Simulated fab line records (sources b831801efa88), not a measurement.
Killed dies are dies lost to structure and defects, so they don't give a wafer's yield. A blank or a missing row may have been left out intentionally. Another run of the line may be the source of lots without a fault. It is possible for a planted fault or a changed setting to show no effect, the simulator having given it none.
fab line records	flow sky130
[record] lots = 12	wafers = 36	last_day = 50
route steps=708 shown NWELL@33 SD_P@327 LOCAL_INTERCONNECT@388 PAD_OPEN@708
lots with no fault: from the same line, run without faults
start_h: the number of hours between the record's first day and the start of the first shown wafer of the lot	wait_h: hours since the lot's step before	" the same as in the row above	L1.1+2: a single row standing in for several wafers	- no value present, or no start provided	* or withheld: withheld	< > ~ a bound
route shown NAME@n: NAME is a module with steps in the file, n the number in the route of the first one	usual: mean and standard deviation over wafers with no fault	same: alike in all rows	chamber/n: place in a boat	sites: readings site by site	_std_site: how widely they spread, as a standard deviation	_edge_site: the outer-site mean with the inner-site mean subtracted	radius_mm: how far each site lies from the wafer's centre	mask NAME#n: copy n	behind: the last tool/chamber to shape the wafer	hold: the reason the lot was held/the length of the hold in hours/how it ended	device: whichever transistor did not switch (one of n, p or np)	end of line: the same wafers' tests at the end of the route	a step given without rows: its recipe and nothing more	killed: the dies lost at the first sort to structure and to defects; this is not the yield of the wafer	map: a wafer's dies, x killed, . not, _ none there
set.NAME: the run value of the setting; set.NAME@STEP: its run value at that earlier step	model.NAME: the simulator's own value behind a step, which no gauge read
route steps across a sampled set of lots; one table per step, one row per wafer
services: from which hour (start_h, from the record's first day; less than 0 if before it) a tool's chamber was out of use, for how many hours, and why
[[steps]]
[step SKY_NWELL_OXIDATION_01]
[recipe] temp_c = 900	ambient = O2	stabilise_s = 600	purge_s = 300	target_thk_a = 100	ox_time_s = 1418
[usual] spike_tc_bottom_C = 916.7/2.5	spike_tc_centre_C = 900.8/1.6	spike_tc_lower_C = 900.0/0.98	spike_tc_top_C = 909.6/1	spike_tc_upper_C = 901.1/1.2	tube_center_temp_C = 899.99/0.08	tube_center_temp_C_max = 902.3/0.37	zone_power_lower_pct = 20.31/0.27	zone_power_upper_pct = 17.07/0.21
lot.wafer	tool	chamber	start_h	wait_h	spike_tc_bottom_C	spike_tc_centre_C	spike_tc_lower_C	spike_tc_top_C	spike_tc_upper_C	tube_center_temp_C	tube_center_temp_C_max	zone_power_lower_pct	zone_power_upper_pct
L451.2	furnace-01	0	32.37	0.2	918.3	899.1	900.3	907.4	903.4	899.93	902.1	20.46	16.92
L451.3	"	0	"	"	920.1	898.9	899.5	910.4	901.7	900	902.4	20.40	16.91
L451.4	"	0	"	"	918.4	899.1	899.7	909.7	901.0	900.06	902.3	20.69	16.83
L452.3	furnace-01	0	42.98	1.2	918.3	899.4	900.9	910.9	899.4	900	902.7	20.76	17.01
L452.5	"	0	"	"	917.7	899.4	899.5	910.9	901.2	900.01	902.1	20.23	17.07
L452.6	"	0	"	"	919.0	899.9	900.5	908.8	901.4	899.99	902.4	20.50	17.05
L453.2	furnace-02	0	45.13	1.2	915.1	900.7	899.2	911.4	900.3	899.91	902.0	20.21	17.42
L453.4	"	0	"	"	914.7	904.6	901.4	909.2	901.0	900.05	902.2	19.95	17.10
L453.6	"	0	"	"	914.6	902.9	899.5	909.8	901.2	899.94	902.1	20.36	17.31
L456.1	furnace-02	0	66.63	0.2	914.2	900.4	900.9	909.1	902.3	899.83	902.2	20.39	17.10
L456.3	"	0	"	"	914.9	900.6	900.2	908.4	900.5	899.86	902.1	20.41	17.12
L456.4	"	0	"	"	915.1	903.1	901.3	909.7	900.3	899.96	902.5	20.53	16.99
L458.1	furnace-02	0	75.00	0.0	914.1	903.0	900.9	909.5	900.3	899.99	902.0	20.09	17.11
L458.2	"	0	"	"	914.1	901.0	898.9	909.8	900.6	899.92	901.8	19.67	17.21
L458.4	"	0	"	"	913.9	900.5	900.5	909.2	902.6	900	902.4	20.48	16.98
L459.2	furnace-02	0	79.06	0.3	914.4	901.9	900.2	909.0	899.9	899.99	902.1	20.22	17.13
L459.4	"	0	"	"	914.8	900.7	901.2	909.8	900.0	900.02	903.4	20.00	17.08
L459.6	"	0	"	"	915.2	902.4	901.2	910.7	901.0	899.96	902.6	20.17	17.04
L462.2	furnace-02	0	95.33	0.5	913.4	902.2	900.3	908.9	898.9	900.12	902.5	19.76	17.00
L462.3	"	0	"	"	914.9	900.9	901.1	909.9	901.5	899.98	902.1	20.11	17.48
L462.4	"	0	"	"	915.0	901.7	901.2	908.5	900.6	899.97	901.8	20.01	17.45
L464.1	furnace-01	0	103.29	0.0	919.7	899.7	901.5	909.6	903.0	900.03	902.3	20.39	16.76
L464.4	"	0	"	"	920.4	900.9	898.4	908.2	901.7	900.07	902.4	20.67	17.14
L464.6	"	0	"	"	918.1	899.3	899.0	910.9	900.9	900.18	903.2	20.23	16.80
L465.1	furnace-01	0	106.75	0.0	896.0	875.0	876.1	886.4	878.7	876.88	879.3	19.33	15.98
L465.3	"	0	"	"	895.7	876.1	876.5	885.4	878.4	877.01	879.3	19.17	16.23
L465.4	"	0	"	"	895.0	876.1	876.2	887.6	877.9	877.07	879.0	19.63	16.30
L466.1	furnace-01	0	113.97	2.8	897.3	877.6	877.4	886.8	877.9	877.16	880.0	19.53	16.01
L466.4	"	0	"	"	894.4	875.9	875.8	886.5	878.8	877.02	879.4	19.53	15.93
L466.6	"	0	"	"	897.0	876.1	875.8	887.4	878.5	877.16	879.5	19.20	16.21
L469.2	furnace-02	0	129.58	0.3	913.5	903.9	899.4	907.9	899.5	899.95	902.3	20.55	17.45
L469.4	"	0	"	"	914.7	900.9	898.9	908.9	902.0	899.97	902.0	20.34	17.32
L469.5	"	0	"	"	913.4	901.8	899.7	910.0	902.0	899.93	901.9	20.19	17.35
L473.1	furnace-02	0	149.35	0.0	913.0	901.3	900.0	910.0	900.6	899.98	902.7	20.49	17.47
L473.3	"	0	"	"	915.6	900.4	900.6	908.4	899.4	900.08	902.1	20.34	17.17
L473.4	"	0	"	"	915.4	903.1	899.5	910.2	902.1	899.98	902.5	20.45	17.15
[step SKY_NWELL_THK_MEAS_02]
[recipe] reads = SiO2_of_NWELL_OXIDATION_01
[usual] NWELL_OXIDATION_THK = 10.04/0.21
lot.wafer	tool	chamber	start_h	wait_h	NWELL_OXIDATION_THK[nm]
L451.2	film_metro-01	-	33.78	0.0	9.98
L451.3	"	-	"	"	10.03
L451.4	"	-	"	"	10.02
L452.3	film_metro-01	-	44.40	0.0	9.82
L452.5	"	-	"	"	9.87
L452.6	"	-	"	"	9.75
L453.2	film_metro-04	-	46.54	0.0	9.88
L453.4	"	-	"	"	10.04
L453.6	"	-	"	"	10.15
L456.1	film_metro-03	-	68.03	0.0	10.22
L456.3	"	-	"	"	10.28
L456.4	"	-	"	"	9.95
L458.1	film_metro-03	-	76.39	0.0	10.25
L458.2	"	-	"	"	10.02
L458.4	"	-	"	"	9.97
L459.2	film_metro-03	-	80.47	0.0	10.08
L459.4	"	-	"	"	10.11
L459.6	"	-	"	"	10.24
L462.2	film_metro-04	-	96.74	0.0	9.94
L462.3	"	-	"	"	9.93
L462.4	"	-	"	"	9.95
L464.1	film_metro-01	-	104.69	0.0	10.02
L464.4	"	-	"	"	10.07
L464.6	"	-	"	"	10.14
L465.1	film_metro-01	-	108.14	0.0	8.07
L465.3	"	-	"	"	7.99
L465.4	"	-	"	"	8.22
L466.1	film_metro-04	-	115.37	0.0	8.28
L466.4	"	-	"	"	8.37
L466.6	"	-	"	"	8.25
L469.2	film_metro-04	-	130.98	0.0	10.08
L469.4	"	-	"	"	10.11
L469.5	"	-	"	"	10.06
L473.1	film_metro-04	-	150.74	0.0	9.91
L473.3	"	-	"	"	9.70
L473.4	"	-	"	"	9.80
[step SKY_SD_P_CD_MEAS_07]
[recipe] target_cd_nm = 380
[usual] cd_nm = 379.6/2.5
lot.wafer	tool	chamber	start_h	wait_h	cd_nm
L451.2	cd_sem-01	-	581.18	0.1	382.4
L451.3	"	-	"	"	383.7
L451.4	"	-	"	"	380.6
L452.3	cd_sem-02	-	596.63	0.1	380.9
L452.5	"	-	"	"	380.9
L452.6	"	-	"	"	380.8
L453.2	cd_sem-01	-	600.31	0.1	378.9
L453.4	"	-	"	"	378.9
L453.6	"	-	"	"	378.3
L456.1	cd_sem-01	-	645.76	0.1	381.9
L456.3	"	-	"	"	380.5
L456.4	"	-	"	"	382.4
L458.1	cd_sem-02	-	653.76	0.1	379.5
L458.2	"	-	"	"	381.3
L458.4	"	-	"	"	379.8
L459.2	cd_sem-01	-	658.96	0.1	380.5
L459.4	"	-	"	"	380.3
L459.6	"	-	"	"	380.1
L462.2	cd_sem-01	-	680.13	0.1	381.0
L462.3	"	-	"	"	381.5
L462.4	"	-	"	"	381.7
L464.1	cd_sem-02	-	696.86	0.1	382.4
L464.4	"	-	"	"	379.6
L464.6	"	-	"	"	380.6
L465.1	cd_sem-01	-	708.81	0.1	380.0
L465.3	"	-	"	"	378.4
L465.4	"	-	"	"	379.6
L466.1	cd_sem-01	-	713.61	0.1	376.7
L466.4	"	-	"	"	378.9
L466.6	"	-	"	"	379.8
L469.2	cd_sem-02	-	738.53	0.1	374.2
L469.4	"	-	"	"	376.2
L469.5	"	-	"	"	375.5
L473.1	cd_sem-02	-	764.81	0.1	376.6
L473.3	"	-	"	"	379.3
L473.4	"	-	"	"	377.9
[step SKY_SD_P_OVL_MEAS_08]
[usual] SD_P_OVL = 0.7/1.7
lot.wafer	tool	chamber	start_h	wait_h	SD_P_OVL[nm]
L451.2	overlay-01	-	581.29	0.1	2.2
L451.3	"	-	"	"	1.1
L451.4	"	-	"	"	1.2
L452.3	overlay-02	-	596.72	0.1	0.8
L452.5	"	-	"	"	0.6
L452.6	"	-	"	"	1.2
L453.2	overlay-01	-	600.41	0.1	-0.9
L453.4	"	-	"	"	-0.4
L453.6	"	-	"	"	0.5
L456.1	overlay-02	-	645.88	0.1	1.8
L456.3	"	-	"	"	-0.5
L456.4	"	-	"	"	3.7
L458.1	overlay-02	-	653.88	0.1	-0.1
L458.2	"	-	"	"	0.0
L458.4	"	-	"	"	-0.7
L459.2	overlay-01	-	659.06	0.1	-1.1
L459.4	"	-	"	"	0.6
L459.6	"	-	"	"	1.4
L462.2	overlay-02	-	680.24	0.1	2.2
L462.3	"	-	"	"	1.9
L462.4	"	-	"	"	2.3
L464.1	overlay-01	-	696.98	0.1	-0.9
L464.4	"	-	"	"	-0.7
L464.6	"	-	"	"	-0.8
L465.1	overlay-02	-	708.93	0.1	3.2
L465.3	"	-	"	"	2.6
L465.4	"	-	"	"	1.0
L466.1	overlay-02	-	713.73	0.1	2.4
L466.4	"	-	"	"	0.8
L466.6	"	-	"	"	0.6
L469.2	overlay-01	-	738.64	0.1	-0.4
L469.4	"	-	"	"	-0.9
L469.5	"	-	"	"	0.6
L473.1	overlay-01	-	764.93	0.1	4.0
L473.3	"	-	"	"	2.3
L473.4	"	-	"	"	4.1
[step SKY_LOCAL_INTERCONNECT_RS_MEAS_01]
[recipe] thk_meas_gauge = four-point-probe	reads = TiN_of_LOCAL_INTERCONNECT_SPUTTER_00
[usual] LOCAL_INTERCONNECT_TIN_RS = 14.80/0.17
lot.wafer	tool	chamber	start_h	wait_h	LOCAL_INTERCONNECT_TIN_RS[ohm/sq]
L451.2	film_metro-03	-	670.09	0.1	15.08
L451.3	"	-	"	"	14.97
L451.4	"	-	"	"	14.98
L452.3	film_metro-04	-	685.48	0.1	14.65
L452.5	"	-	"	"	14.58
L452.6	"	-	"	"	14.67
L453.2	film_metro-03	-	689.84	0.1	14.50
L453.4	"	-	"	"	14.74
L453.6	"	-	"	"	14.55
L456.1	film_metro-02	-	736.75	0.0	14.63
L456.3	"	-	"	"	14.73
L456.4	"	-	"	"	14.59
L458.1	film_metro-03	-	741.14	0.0	15.09
L458.2	"	-	"	"	15.00
L458.4	"	-	"	"	14.91
L459.2	film_metro-03	-	746.56	0.1	15.34
L459.4	"	-	"	"	15.04
L459.6	"	-	"	"	15.10
L462.2	film_metro-04	-	766.47	0.1	14.82
L462.3	"	-	"	"	14.81
L462.4	"	-	"	"	14.85
L464.1	film_metro-02	-	782.35	0.0	14.91
L464.4	"	-	"	"	14.85
L464.6	"	-	"	"	14.80
L465.1	film_metro-02	-	793.46	0.0	14.50
L465.3	"	-	"	"	14.58
L465.4	"	-	"	"	14.60
L466.1	film_metro-02	-	798.63	0.0	14.70
L466.4	"	-	"	"	14.80
L466.6	"	-	"	"	14.67
L469.2	film_metro-02	-	822.98	0.1	14.98
L469.4	"	-	"	"	14.87
L469.5	"	-	"	"	14.89
L473.1	film_metro-03	-	848.07	0.0	14.83
L473.3	"	-	"	"	15.00
L473.4	"	-	"	"	14.73
[step SKY_PAD_OPEN_PROBE_99]
[usual] killed_at_M0_to_M3 = 42/7.6	killed_at_M4_up = 3.4/2	killed_at_contacts = 24/5.9	killed_at_front_end = 16/4.5	killed_at_other = 0.4/0.58	killed_dies = 86/10	killed_on_rim = 17/4.2	killed_open = 47/7.6	killed_short = 39/6.7
[same] gross_dies = 492	killed_at_back_side = 0
lot.wafer	tool	chamber	start_h	wait_h	killed_at_M0_to_M3	killed_at_M4_up	killed_at_contacts	killed_at_front_end	killed_at_other	killed_dies	killed_on_rim	killed_open	killed_short
L456.1	prober-02	-	1119.62	0.1	23	4	28	18	0	73	14	43	30
L456.3	prober-02	-	1119.72	0.2	40	5	23	18	0	86	16	49	37
L456.4	prober-02	-	1119.77	0.2	37	1	26	21	0	85	22	44	41
L458.1	prober-02	-	1124.18	0.1	55	5	28	21	0	109	21	57	52
L458.2	prober-02	-	1124.23	0.1	47	1	25	12	0	85	15	44	41
L458.4	prober-02	-	1124.33	0.2	31	3	10	15	0	59	8	25	34
L462.2	prober-02	-	1142.90	0.2	40	6	18	9	0	73	18	37	36
L462.3	prober-02	-	1142.95	0.3	31	3	27	13	0	74	15	44	30
L462.4	prober-02	-	1143.00	0.3	34	4	27	12	0	77	21	45	32
L464.1	prober-02	-	1150.98	0.1	42	8	18	16	0	84	13	55	29
L464.4	prober-02	-	1151.13	0.2	59	4	21	20	1	105	24	52	53
L464.6	prober-02	-	1151.23	0.2	47	4	30	18	0	99	17	47	52
L466.1	prober-02	-	1166.68	0.1	48	7	26	14	0	95	17	49	44
L466.4	prober-02	-	1166.83	0.2	49	7	31	14	0	101	13	54	47
L466.6	prober-02	-	1166.93	0.2	49	3	34	13	0	99	27	56	40
L469.2	prober-02	-	1179.88	0.1	36	1	17	13	0	67	19	35	32
L469.4	prober-02	-	1179.98	0.2	61	1	25	16	1	104	15	52	52
L469.5	prober-02	-	1180.03	0.2	37	3	19	15	0	74	17	47	27
// killed by level:class
L456.1 CONTACT:geometric_particle:open=11 POLY_GATE:geometric_particle:short=6 POLY_GATE:geometric_particle:open=6 CONTACT:geometric_particle:short=5 LOCAL_INTERCONNECT:geometric_particle:short=5 LI_CONTACT:geometric_particle:open=4 VIA1:geometric_particle:open=4 VIA2:geometric_particle:open=4
L456.3 VIA1:geometric_particle:open=11 VIA3:geometric_particle:open=9 CONTACT:geometric_particle:open=8 LI_CONTACT:geometric_particle:open=6 VIA2:geometric_particle:open=6 METAL4:geometric_particle:short=5 POLY_GATE:geometric_particle:short=4 POLY_GATE:geometric_particle:open=4
L456.4 FIELD_ISO:geometric_particle:short=8 LI_CONTACT:geometric_particle:open=7 VIA1:geometric_particle:open=7 CONTACT:geometric_particle:open=7 METAL1:geometric_particle:short=7 CONTACT:geometric_particle:short=6 POLY_GATE:geometric_particle:open=5 VIA2:geometric_particle:open=5
L458.1 VIA2:geometric_particle:open=12 VIA1:geometric_particle:open=12 CONTACT:geometric_particle:open=10 CONTACT:geometric_particle:short=7 VIA3:geometric_particle:open=7 FIELD_ISO:geometric_particle:open=6 FIELD_ISO:geometric_particle:short=6 METAL1:geometric_particle:short=6
L458.2 VIA1:geometric_particle:open=12 CONTACT:geometric_particle:open=9 VIA1:geometric_particle:short=7 VIA3:geometric_particle:open=7 LI_CONTACT:geometric_particle:open=5 LOCAL_INTERCONNECT:geometric_particle:short=5 CONTACT:geometric_particle:short=5 METAL1:geometric_particle:short=5
L458.4 METAL2:geometric_particle:short=6 VIA1:geometric_particle:open=6 POLY_GATE:geometric_particle:short=5 METAL1:geometric_particle:short=5 FIELD_ISO:geometric_particle:short=4 FIELD_ISO:geometric_particle:open=3 LOCAL_INTERCONNECT:geometric_particle:short=3 VIA3:geometric_particle:open=3
L462.2 CONTACT:geometric_particle:open=9 VIA1:geometric_particle:open=7 VIA2:geometric_particle:open=7 VIA3:geometric_particle:open=6 VIA1:geometric_particle:short=4 METAL2:geometric_particle:short=4 METAL4:geometric_particle:short=4 METAL3:geometric_particle:short=4
L462.3 LI_CONTACT:geometric_particle:open=11 VIA1:geometric_particle:open=10 CONTACT:geometric_particle:open=7 POLY_GATE:geometric_particle:open=5 VIA3:geometric_particle:open=4 CONTACT:geometric_particle:short=4 VIA2:geometric_particle:open=4 METAL3:geometric_particle:short=4
L462.4 LI_CONTACT:geometric_particle:open=12 VIA1:geometric_particle:open=8 METAL2:geometric_particle:short=7 CONTACT:geometric_particle:open=5 VIA2:geometric_particle:open=5 FIELD_ISO:geometric_particle:short=4 LOCAL_INTERCONNECT:geometric_particle:open=4 METAL1:geometric_particle:short=4
L464.1 VIA1:geometric_particle:open=13 LI_CONTACT:geometric_particle:open=7 VIA3:geometric_particle:open=7 FIELD_ISO:geometric_particle:open=6 METAL1:geometric_particle:short=6 VIA2:geometric_particle:open=6 CONTACT:geometric_particle:open=5 CONTACT:geometric_particle:short=5
L464.4 VIA1:geometric_particle:open=11 METAL1:geometric_particle:short=9 LI_CONTACT:geometric_particle:open=8 VIA2:geometric_particle:open=8 VIA3:geometric_particle:open=8 VIA1:geometric_particle:short=7 POLY_GATE:geometric_particle:short=5 CONTACT:geometric_particle:open=5
L464.6 VIA2:geometric_particle:open=9 VIA3:geometric_particle:open=9 CONTACT:geometric_particle:open=9 CONTACT:geometric_particle:short=8 LOCAL_INTERCONNECT:geometric_particle:short=6 VIA1:geometric_particle:short=6 VIA2:geometric_particle:short=6 LI_CONTACT:geometric_particle:open=4
L466.1 VIA1:geometric_particle:open=12 LI_CONTACT:geometric_particle:open=11 CONTACT:geometric_particle:open=8 VIA1:geometric_particle:short=7 METAL1:geometric_particle:short=5 VIA2:geometric_particle:open=5 FIELD_ISO:geometric_particle:open=4 METAL2:geometric_particle:short=4
L466.4 VIA1:geometric_particle:open=13 CONTACT:geometric_particle:open=10 LI_CONTACT:geometric_particle:open=8 VIA3:geometric_particle:short=6 VIA2:geometric_particle:open=6 METAL2:geometric_particle:short=6 VIA3:geometric_particle:open=5 METAL4:geometric_particle:short=5
L466.6 LI_CONTACT:geometric_particle:open=13 CONTACT:geometric_particle:open=8 VIA1:geometric_particle:open=8 VIA2:geometric_particle:open=8 CONTACT:geometric_particle:short=7 VIA3:geometric_particle:open=6 METAL2:geometric_particle:short=5 METAL2:geometric_particle:open=5
L469.2 LI_CONTACT:geometric_particle:open=8 METAL2:geometric_particle:short=8 VIA2:geometric_particle:open=7 METAL1:geometric_particle:short=6 POLY_GATE:geometric_particle:open=5 CONTACT:geometric_particle:open=5 POLY_GATE:geometric_particle:short=4 VIA1:geometric_particle:open=4
L469.4 VIA1:geometric_particle:open=12 LI_CONTACT:geometric_particle:open=11 METAL1:geometric_particle:short=10 METAL2:geometric_particle:short=10 FIELD_ISO:geometric_particle:short=6 VIA3:geometric_particle:open=6 LI_CONTACT:geometric_particle:short=5 CONTACT:geometric_particle:open=5
L469.5 VIA1:geometric_particle:open=9 VIA2:geometric_particle:open=8 LI_CONTACT:geometric_particle:open=6 CONTACT:geometric_particle:open=6 FIELD_ISO:geometric_particle:open=5 CONTACT:geometric_particle:short=5 METAL2:geometric_particle:short=5 VIA1:geometric_particle:short=4
[[services]]
tool	chamber	start_h	hours	kind
furnace-02	-	86.33	3.5	pm
[[key]]
[first_sign] step = SKY_NWELL_OXIDATION_01	reading = tube_center_temp_C	direction = down	sigmas = 99+	usual = *	struck = *
[effect] step = SKY_NWELL_OXIDATION_01	reading = tube_center_temp_C_max	direction = down	sigmas = 62	usual = *	struck = *
[effect] step = SKY_NWELL_THK_MEAS_02	reading = NWELL_OXIDATION_THK	direction = down	sigmas = 8.7	usual = 10.04	struck = 8.20
met_at SKY_NWELL_OXIDATION_01
struck_lots L465,L466
tester_left_out L465,L466
not_acting_at SKY_SD_P_CD_MEAS_07,SKY_SD_P_OVL_MEAS_08,SKY_LOCAL_INTERCONNECT_RS_MEAS_01
onset_between 103.29 106.75
[fault] kind = process_parameter_drift	tool = furnace-01	chamber = -	onset_h = 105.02	steps = SKY_NWELL_OXIDATION_01	channel = temp_c	offset = *	shape = step	end_h = 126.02	acts_in = *	stated = *
// tester_left_out: of these lots the tester's yield and bins aren't shown, on N5 and GAA mostly nor the transistor test; their killed dies are dies lost to structure and defects alone, not to doping, threshold or leakage, so they don't give the yield
